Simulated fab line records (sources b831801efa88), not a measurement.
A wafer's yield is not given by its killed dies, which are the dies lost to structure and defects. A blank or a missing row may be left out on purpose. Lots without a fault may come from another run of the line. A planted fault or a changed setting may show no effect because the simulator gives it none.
Which tool was responsible?	flow sky130	35 wafers from 12 lots sampled at 5 of the route's 708 steps

== WHAT THE GAUGES SHOWED, per wafer ==
SKY_POLY_GATE_THK_MEAS_04.
lot	measured	on	POLY_GATE_CVD_03_THK (nm)
L518	day 15 21:47	filmMetro-02	75.3 74.2 74.9
L519	day 16 03:12	filmMetro-03	74.2 74.6 74.1
L521	day 16 11:36	filmMetro-01	76.8 76.6 76.7
L520	day 16 12:57	filmMetro-03	73.9 74.4 74.0
L522	day 17 03:30	filmMetro-03	73.4 74.7 74.3
L524	day 17 18:53	filmMetro-01	73.5 74.8 74.2
L523	day 17 22:01	filmMetro-01	74.7 74.8 74.7
L531	day 20 06:22	filmMetro-03	75.1 75.4
L535	day 21 10:49	filmMetro-02	73.9 74.2 74.2
L536	day 21 13:24	filmMetro-02	74.9 74.6 74.8
L539	day 22 14:35	filmMetro-01	75.8 75.4 75.8
L541	day 23 04:47	filmMetro-01	75.3 74.8 75.0

SKY_LDD_HVN_OVL_MEAS_07.
lot	measured	on	LDD_HVN_OVL (nm)
L518	day 21 01:06	overlay-01	0.2 0.6 0.6
L519	day 21 09:08	overlay-01	3.8 0.0 1.6
L521	day 21 19:43	overlay-02	1.3 3.2 0.2
L520	day 21 19:11	overlay-02	1.7 3.2 3.1
L522	day 22 10:47	overlay-02	0.9 2.8 0.8
L524	day 23 02:45	overlay-02	0.9 2.9 2.5
L523	day 23 05:26	overlay-01	1.2 -0.5 2.3
L531	day 25 11:35	overlay-02	2.3 1.6
L535	day 26 14:19	overlay-01	4.1 1.9 2.1
L536	day 26 17:13	overlay-02	0.4 2.2 0.5
L539	day 27 19:28	overlay-01	-0.9 -1.6 -1.1
L541	day 28 07:03	overlay-01	-1.6 -0.5 1.9

SKY_VIA2_THK_MEAS_01.
lot	measured	on	VIA2_HDPCVD_THK (nm)
L518	day 35 20:26	filmMetro-04	1181 1195 1178
L519	day 36 07:20	filmMetro-04	1174 1192 1184
L521	day 36 14:50	filmMetro-04	1180 1187 1194
L520	day 36 12:02	filmMetro-04	1173 1161 1161
L522	day 37 00:26	filmMetro-01	1187 1179 1180
L524	day 37 16:31	filmMetro-02	1168 1183 1176
L523	day 37 20:56	filmMetro-01	1181 1178 1179
L531	day 39 15:14	filmMetro-04	1261 1177 1260 1178
L535	day 40 13:43	filmMetro-04	1183 1168 1160
L536	day 40 15:41	filmMetro-02	1154 1177 1170
L539	day 41 11:41	filmMetro-02	1168 1159 1169
L541	day 42 01:35	filmMetro-04	1160 1164 1147

SKY_VIA2_THK_MEAS_23: measures by xrf.
lot	measured	on	VIA2_W_THK (nm)
L518	day 37 00:10	filmMetro-04	399 391 398
L519	day 37 11:58	filmMetro-01	402 400 397
L521	day 37 18:22	filmMetro-02	406 402 407
L520	day 37 15:33	filmMetro-01	391 396 400
L522	day 38 03:01	filmMetro-04	397 390 396
L524	day 38 19:13	filmMetro-02	399 406 397
L523	day 38 23:29	filmMetro-04	393 398 404
L531	day 40 17:05	filmMetro-02	399 398
L535	day 41 14:38	filmMetro-04	401 392 393
L536	day 41 16:55	filmMetro-02	399 401 404
L539	day 42 12:50	filmMetro-01	395 405 398
L541	day 43 02:02	filmMetro-02	408 404 412

== WHAT TOOL EACH LOT RAN ON (gives the tool, then ch and the chambers of the sampled wafers, and finally the start) ==
lot	SKY_VIA2_HDPCVD_00
L518	hdpcvd-02 ch 0,2, day 35 20:17
L519	hdpcvd-02 ch 0,1,2, day 36 07:11
L521	hdpcvd-01 ch 0,2, day 36 14:42
L520	hdpcvd-01 ch 0,2, day 36 11:55
L522	hdpcvd-01 ch 0,1,2, day 37 00:20
L524	hdpcvd-02 ch 0,1,2, day 37 16:23
L523	hdpcvd-01 ch 0,1,2, day 37 20:49
L531	hdpcvd-01 ch 0,2, day 39 15:06
L535	hdpcvd-02 ch 0,1, day 40 13:35
L536	hdpcvd-02 ch 0,1,2, day 40 15:32
L539	hdpcvd-02 ch 1, day 41 11:29
L541	hdpcvd-02 ch 1,2, day 42 01:27
- SKY_VIA2_HDPCVD_00: deposits SiO2, target thk 1180 nm, time 196.7 s.

== AS READ BY THE TOOLS THEMSELVES (means over the sampled wafers that have a number; for cases with no such wafer, the mark the record gives instead) ==
SKY_VIA2_HDPCVD_00.
lot	tool	runLengthS (s)	susceptorTempC (C)
L518	hdpcvd-02	225.5	400.14
L519	hdpcvd-02	225.3	400.16
L521	hdpcvd-01	224.9	400.06
L520	hdpcvd-01	224.8	399.98
L522	hdpcvd-01	224.5	399.72
L524	hdpcvd-02	225.1	400.02
L523	hdpcvd-01	224.5	400.00
L531	hdpcvd-01	230.6	400.03
L535	hdpcvd-02	224.6	399.89
L536	hdpcvd-02	224.6	399.92
L539	hdpcvd-02	225.1	400.09
L541	hdpcvd-02	224.8	400.13

== THE ANSWER, worked out from the rows above alone ==
Rule: usual is defined by the lots themselves. The widest of any qualifying gaps counts: lots, ordered by their means at a reading, are off when they make up no more than a third of the lots, leave a main group of 4 or more, and stand apart from it by 3 or more times the standard deviation of that group's means. If all means in a main group match to the digits the tables above print for the reading, that group is not used. A lot without any number at a reading at which 4 lots or more have one is off too. All remaining lots with rows at the step are treated as sound. Order of review: gauges by route order, followed by the tools' own readings, for which a lot's mean as printed above is used. At the first step where some lot is off, the reading lying furthest off is the one used; lots without a number count as furthest.
Off: at SKY_VIA2_THK_MEAS_01 (VIA2_HDPCVD_THK), L531. The main group has a mean of 1174 nm with a standard deviation of 9.4.
If a tool, at a process step before that reading, ran all the lots that are off and no sound lot after the first of them, it fits. The gauges at SKY_VIA2_THK_MEAS_01 aren't tried: what is off there is off at SKY_VIA2_HDPCVD_00 too, on other tools, and a gauge's error can't cause that. One fits: hdpcvd-01 at SKY_VIA2_HDPCVD_00. Its last sound lot is L523 (day 37 20:49), its first lot that is off L531 (day 39 15:06): a fault that began between those two fits.
On the lots that are off, the tool's own readings at SKY_VIA2_HDPCVD_00 differ by more than 5 times the standard deviation of the sound lots' means, which bears it out; runLengthS reads 230.6 s there versus 224.9 s on the sound lots.

== WHAT WAS PUT IN BY THE SIMULATOR ==
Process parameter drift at SKY_VIA2_HDPCVD_00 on hdpcvd-01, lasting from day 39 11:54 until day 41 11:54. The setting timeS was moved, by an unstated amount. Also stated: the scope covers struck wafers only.
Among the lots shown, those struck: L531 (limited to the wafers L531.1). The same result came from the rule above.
